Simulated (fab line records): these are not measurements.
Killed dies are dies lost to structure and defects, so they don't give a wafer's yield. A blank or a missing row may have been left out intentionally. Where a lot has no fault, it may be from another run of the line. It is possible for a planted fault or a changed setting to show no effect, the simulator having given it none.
Which tool is to blame?	flow sky130	14 lots with 42 wafers sampled at 2 steps, on a route of 708 steps

WHAT THE GAUGES READ, wafer by wafer
The record lacks any reading of a measuring or inspecting step that a usual standard deviation could be used to judge.

TOOL THAT RAN EACH LOT (tool first, then ch and the chambers of the sampled wafers, then the start)
lot	SKY_VIA1_SOFTBAKE_08	SKY_PAD_OPEN_PROBE_99
L484	litho-track-01 ch 0, day 33 12:00	-
L485	litho-track-01 ch 0, day 33 17:00	-
L486	litho-track-04 ch 0, day 34 10:00	prober-02, day 46 12:49
L487	litho-track-02 ch 0, day 34 11:00	-
L488	litho-track-02 ch 0, day 35 03:00	-
L490	litho-track-02 ch 0, day 35 11:00	prober-02, day 47 09:37
L492	litho-track-04 ch 0, day 35 23:00	prober-02, day 47 17:49
L493	litho-track-01 ch 0, day 36 08:00	prober-01, day 48 00:02
L494	litho-track-01 ch 0, day 36 09:00	-
L496	litho-track-04 ch 0, day 37 13:00	-
L497	litho-track-04 ch 0, day 37 19:00	prober-01, day 49 01:44
L503	litho-track-01 ch 0, day 39 10:00	prober-01, day 50 03:29
L505	litho-track-04 ch 0, day 39 23:00	prober-01, day 50 13:54
L506	litho-track-04 ch 0, day 40 02:00	prober-02, day 50 16:38
- SKY_VIA1_SOFTBAKE_08: time 90 s.
- SKY_PAD_OPEN_PROBE_99

WHAT THE TOOLS THEMSELVES READ (means of the sampled wafers that have a number; where no wafer has one, the mark that the record gives instead)
SKY_VIA1_SOFTBAKE_08. Usual: exhaust-pa 45.2 Pa, standard deviation 0.96; heater-power-total-W 57.38 W, standard deviation 0.11; run-length-s 119.26 s, standard deviation 0.22.
lot	tool	exhaust-pa (Pa)	heater-power-total-W (W)	run-length-s (s)	flag
L484	litho-track-01	46.4	57.28	119.11	
L485	litho-track-01	45.1	57.42	119.17	
L486	litho-track-04	46.1	57.43	119.45	
L487	litho-track-02	46.7	57.34	119.33	
L488	litho-track-02	44.3	57.33	119.38	
L490	litho-track-02	44.6	57.38	119.17	
L492	litho-track-04	45.6	57.38	119.46	
L493	litho-track-01	45.0	57.38	119.06	
L494	litho-track-01	45.1	57.35	119.03	
L496	litho-track-04	45.4	57.46	119.63	
L497	litho-track-04	44.4	57.38	119.47	
L503	litho-track-01	44.5	57.32	119.03	
L505	litho-track-04	45.5	60.76	108.01	OFF
L506	litho-track-04	45.9	64.12	96.39	OFF

SKY_PAD_OPEN_PROBE_99. Usual: defect-limited-yield 82.5 %, standard deviation 1.7; killed_at_M0_to_M3 42, standard deviation 6.1; killed_at_M4_up 3.1, standard deviation 1.7; killed-at-contacts 24, standard deviation 5.5; killed-at-front-end 16, standard deviation 4.1; killed-at-other 0.3, standard deviation 0.57; killed-dies 86, standard deviation 8.2; killed-open 47, standard deviation 6.8; killed-short 38, standard deviation 5.8; sort_bin_3_pad_short 0.8 %, standard deviation 0.42; sort_bin_5_function 10.2 %, standard deviation 1.3; sort_bin_6_memory 6.4 %, standard deviation 1; sort-n-pass 406, standard deviation 8.2; sort-yield-pct 82.5 %, standard deviation 1.7.
lot	tool	defect-limited-yield (%)	killed_at_M0_to_M3	killed_at_M4_up	killed-at-contacts	killed-at-front-end	killed-at-other	killed-dies	killed-open	killed-short	sort_bin_3_pad_short (%)	sort_bin_5_function (%)	sort_bin_6_memory (%)	sort-n-pass	sort-yield-pct (%)	flag
L486	prober-02	83.7	42	4.0	20	14	0.3	80	36	44	0.7	8.9	6.6	412	83.7	
L490	prober-02	81.0	43	5.0	28	17	0.0	93	50	43	0.6	10.6	7.8	399	81.0	
L492	prober-02	82.9	40	3.0	26	14	0.7	84	51	32	1.2	9.6	6.3	408	82.9	
L493	prober-01	83.6	41	4.0	22	13	0.0	80	47	34	1.3	9.7	5.4	412	83.6	
L497	prober-01	83.2	35	5.0	28	14	0.3	82	47	35	0.5	9.3	6.9	410	83.2	
L503	prober-01	82.7	48	5.0	19	13	0.0	85	49	36	1.2	9.6	6.5	407	82.7	
L505	prober-01	82.0	45	2.7	25	15	1.0	89	46	42	0.7	10.1	7.2	403	82.0	
L506	prober-02	82.5	42	3.0	26	14	1.0	86	46	39	0.8	10.0	6.7	406	82.5	

THE ANSWER, worked out from the rows above alone
Rule: a lot is off if the mean of its wafers that have a number lies more than 3 standard deviations from the usual mean. Also off: a lot with no number at a reading for which 4 or more lots have one. Any other lot the step has rows for is counted as sound. Order of review: gauges by route order, followed by the tools' own readings, for which a lot's mean as printed above is used. The first step at which some lot is off is used, and at that step the reading that is off furthest; a lot without a number counts as furthest.
Off: L505, L506 (SKY_VIA1_SOFTBAKE_08, run-length-s).
If a tool, at that step or one of the process steps before it, ran each lot that is off and ran no sound lot following the first of them, it fits. One candidate fits, namely litho-track-04 at SKY_VIA1_SOFTBAKE_08. A fault onset in the window from L497 (day 37 19:00, its last sound lot) to L505 (day 39 23:00, its first lot off) fits.
The tool's own readings at SKY_VIA1_SOFTBAKE_08 bear it out: on the lots that are off they differ by more than 5 times the standard deviation of the sound lots' means. heater-power-total-W reads 62.44 W there against 57.37 W on the sound lots; run-length-s reads 102.20 s there against 119.27 s on the sound lots.

WHAT HAD BEEN PUT IN BY THE SIMULATOR
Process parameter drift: litho-track-04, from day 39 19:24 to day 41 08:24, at SKY_VIA1_SOFTBAKE_08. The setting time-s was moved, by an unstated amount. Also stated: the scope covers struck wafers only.
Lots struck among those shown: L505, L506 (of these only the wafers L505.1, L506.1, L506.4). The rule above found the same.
